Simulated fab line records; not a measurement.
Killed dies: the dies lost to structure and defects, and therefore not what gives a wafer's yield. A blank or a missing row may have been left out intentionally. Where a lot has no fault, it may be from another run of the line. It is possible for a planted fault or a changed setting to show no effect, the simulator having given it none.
Which tool did it?    flow gf180mcu    18 wafers from 6 lots sampled at 2 of the route's 602 steps

WHAT THE GAUGES READ, wafer by wafer
GF_HV_LDD_CD_MEAS_07: the cd target is 400 nm.
lot   measured      on         cd_nm (nm)
L946  day 10 07:05  cd_sem-02  400.8 399.8 399.2
L950  day 11 12:58  cd_sem-02  398.0 397.0 397.3
L955  day 13 02:44  cd_sem-02  401.2 400.5 404.4
L957  day 13 16:15  cd_sem-02  403.7 402.2 404.1
L962  day 15 09:20  cd_sem-01  365.9 364.1 363.0 366.1 364.4 363.2
L966  day 16 10:14  cd_sem-02  369.2 369.2 368.5 369.4 368.8 368.9

WHAT TOOL EACH LOT RAN ON (gives the tool, then ch and the chambers of the sampled wafers, and finally the start)
lot   GF_HV_LDD_DEVELOP_06
L946  litho_track-04 ch 0, day 10 06:56
L950  litho_track-03 ch 0, day 11 12:49
L955  litho_track-03 ch 0, day 13 02:35
L957  litho_track-03 ch 0, day 13 16:07
L962  litho_track-04 ch 0, day 15 09:11
L966  litho_track-04 ch 0, day 16 10:05
- GF_HV_LDD_DEVELOP_06: develop time 60 s.

THE ANSWER, worked out from the rows above alone
Rule: the usual values come from the lots themselves. Put in order of their means at a reading, lots are off if they are a third of the lots or fewer, leave a main group of 4 or more, and stand apart from it by a gap of 3 or more times the standard deviation of the main group's means; of several such gaps the widest counts. Not used: any main group whose means are identical at the precision the tables above print for the reading. Also off: a lot with no number at a reading for which 4 or more lots have one. Any other lot the step has rows for is counted as sound.
Off, at GF_HV_LDD_CD_MEAS_07 on cd_nm: L962, L966. Mean 400.7 nm and standard deviation 2.2 in the main group.
A tool fits if, at a process step before that reading, it ran every lot that is off, and no sound lot after the first of them. The gauges at GF_HV_LDD_CD_MEAS_07 are tried like those tools. One fits: GF_HV_LDD_DEVELOP_06 on litho_track-04. Its last sound lot is L946 (day 10 06:56), its first lot that is off L962 (day 15 09:11): a fault that began between those two fits.

WHAT THE SIMULATOR PUT IN
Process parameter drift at GF_HV_LDD_DEVELOP_06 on litho_track-04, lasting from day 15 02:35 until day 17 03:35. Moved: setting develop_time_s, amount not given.
Shown lots that were struck: L962, L966. Same finding as the rule above.
